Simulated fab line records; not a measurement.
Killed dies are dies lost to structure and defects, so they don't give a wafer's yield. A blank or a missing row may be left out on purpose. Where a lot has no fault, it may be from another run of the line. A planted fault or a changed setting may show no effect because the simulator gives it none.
2 desks looking at one fault ; flow gf180mcu ; each desk holds nothing but its own numbers, with what lay behind them at the end

THE TOOL OWNER'S DESK: plasmaAsher-02
The tool's own readings at GF_M1_STRIP_17 (strips in O2/N2): means of the sampled wafers that have a number, for each lot that ran on this tool. A lot is out of limits, marked OUT, if its mean lies more than 4 standard deviations from the usual mean; the brackets give that distance.
Columns: A = drypumpMotorCurrentA at GF_M1_STRIP_17, usual 5.8 A; B = heaterPowerW at GF_M1_STRIP_17, usual 325 W; C = oesProductAu at GF_M1_STRIP_17, usual 0.538 a.u.; D = stripTimeToEndpointS at GF_M1_STRIP_17, usual 7.39 s
lot;first seen here;A;B;C;D
L455;day 16 22:58;5.7;307;0.537;7.41
L456;day 17 09:18;5.7;309;0.531;7.33
L457;day 17 19:08;5.7;306;0.543;7.43
L459;day 18 09:50;6.2;337;0.538;7.39
L461;day 19 10:28;5.7;310;0.537;7.38
L468;day 21 23:27;5.5;291;0.536;7.38
L469;day 22 02:05;5.7;307;0.538;7.46
L470;day 22 22:55;6.0;324;0.543;7.46
This desk's verdict: no lot among the 8 shows anything out of limits.

FROM THE METROLOGY DESK
Lot by lot, what the gauges showed, no matter which tool ran the lot: averages of those sampled wafers that carry a number. A lot is out of limits, marked OUT, if its mean lies more than 4 standard deviations from the usual mean; the brackets give that distance.
Columns: A = M5_OVL at GF_M5_OVL_MEAS_08, usual 2 nm
lot;first seen here;A
L455;day 26 03:27;0
L456;day 26 12:05;-4
L457;day 26 20:51;10
L458;day 27 06:07;3
L459;day 27 09:31;6
L461;day 28 05:59;-5
L468;day 30 07:29;1
L469;day 30 09:44;-8
L470;day 31 01:16;2
L472;day 31 12:48;-2
L476;day 32 11:32;13
L477;day 32 14:05;1
This desk's verdict: no lot among the 12 shows anything out of limits.

PUT TOGETHER
The desk of the tool owner found nothing out of limits.
Metrology desk: nothing out of limits seen.

WHAT THE SIMULATOR HAD INSERTED
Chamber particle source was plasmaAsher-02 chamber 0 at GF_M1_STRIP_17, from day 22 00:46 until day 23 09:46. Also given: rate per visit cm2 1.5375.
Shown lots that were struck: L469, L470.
